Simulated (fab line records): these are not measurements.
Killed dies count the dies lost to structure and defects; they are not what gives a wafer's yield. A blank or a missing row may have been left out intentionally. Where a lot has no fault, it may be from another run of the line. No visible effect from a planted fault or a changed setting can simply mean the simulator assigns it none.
A struck lot beside a sound one    flow sky130    14 steps out of a route of 708
Sound: the wafers L498.1, L498.2, L498.5. Wafers struck: L514.2, L514.3, L514.5. Last of all comes the cause.
At each step with rows: each side's tool, then ch and its chambers, then its first start. Under that, the readings that differ: sound wafers    struck wafers    difference of the means    sigmas: that difference in standard deviations of wafers without a fault.
alike: a reading whose means differ by less than 2 such deviations, as well as words and numbers matching on both sides. not compared: withheld readings; readings where some wafer has no value; bounds like >300 that might hide an equal value; numbers whose values overlap and for which the record gives no deviation.
Wherever a step has rows on one side only, a row that says differs or no value, or a row with sigmas, the two part there. Numbers that don't overlap but have no deviation are shown without sigmas and don't part them. A reading missing from all wafers of one side parts the sides only when that side holds two or more wafers.

SKY_METAL2_SPUTTER_02: material AlCu, target thk 250 nm, time 12.9 s.
  sound: pvd-sputter-03 at day 36 11:56; struck: pvd-sputter-01 at day 40 19:24
  alike: chamber-pressure-pa, throttle-valve-pct
SKY_METAL2_SPUTTER_03: material Ti, target thk 5 nm, time 3.3 s.
  sound: pvd-sputter-03 at day 36 11:57; struck: pvd-sputter-01 at day 40 19:26
  alike: chamber-pressure-pa, throttle-valve-pct
SKY_METAL2_SPUTTER_04: material TiN, target thk 70 nm, time 58.3 s.
  sound: pvd-sputter-03 at day 36 11:58; struck: pvd-sputter-01 at day 40 19:26
  alike: chamber-pressure-pa, throttle-valve-pct
SKY_METAL2_RS_MEAS_05: measures by four-point-probe.
  sound: film-metro-04 at day 36 12:01; struck: film-metro-04 at day 40 19:31
  alike: METAL2_ALCU_RS
SKY_METAL2_THK_MEAS_06: measures by xrf.
  sound: film-metro-04 at day 36 12:08; struck: film-metro-04 at day 40 19:37
  alike: METAL2_ALCU_THK
then, 7 steps without rows for these wafers: SKY_METAL2_DEHYDRATE_07 (time 60 s); SKY_METAL2_HMDS_08 (prime time 60 s); SKY_METAL2_COAT_09 (resist thk 60 nm); SKY_METAL2_COAT_10 (resist thk 450 nm); SKY_METAL2_SOFTBAKE_11 (time 90 s); SKY_METAL2_EXPOSE_12 (exposes mask MM2, target cd 140 nm); SKY_METAL2_PEB_13.
SKY_METAL2_DEVELOP_14: develop time 60 s.
  sound on litho-track-04 ch 0, day 37 13:00; struck on litho-track-04, day 41 18:00
  no value came back on the struck wafers for chill-plate-temp-C (C), develop-time-s (s); on the sound wafers chill-plate-temp-C (C) reads 22.95 23.14 23.02
reading                                        sound              struck           difference  sigmas
model.KrF-thick_of_METAL2_COAT_10.thk-nm (nm)  436.6 435.8 436.4  449.4 449.9 449  +13.2       
SKY_METAL2_CD_MEAS_15: the cd target is 140 nm.
  sound: cd-sem-02 at day 37 13:44; struck: cd-sem-02 at day 41 19:01
reading     sound              struck  difference                     sigmas
cd-nm (nm)  141.3 140.6 140.1  - - -   no value on the struck wafers  

== WHERE THEY PART ==
At SKY_METAL2_DEVELOP_14 first; at SKY_METAL2_CD_MEAS_15 last (within this record only).

WHY: what the simulator had put in
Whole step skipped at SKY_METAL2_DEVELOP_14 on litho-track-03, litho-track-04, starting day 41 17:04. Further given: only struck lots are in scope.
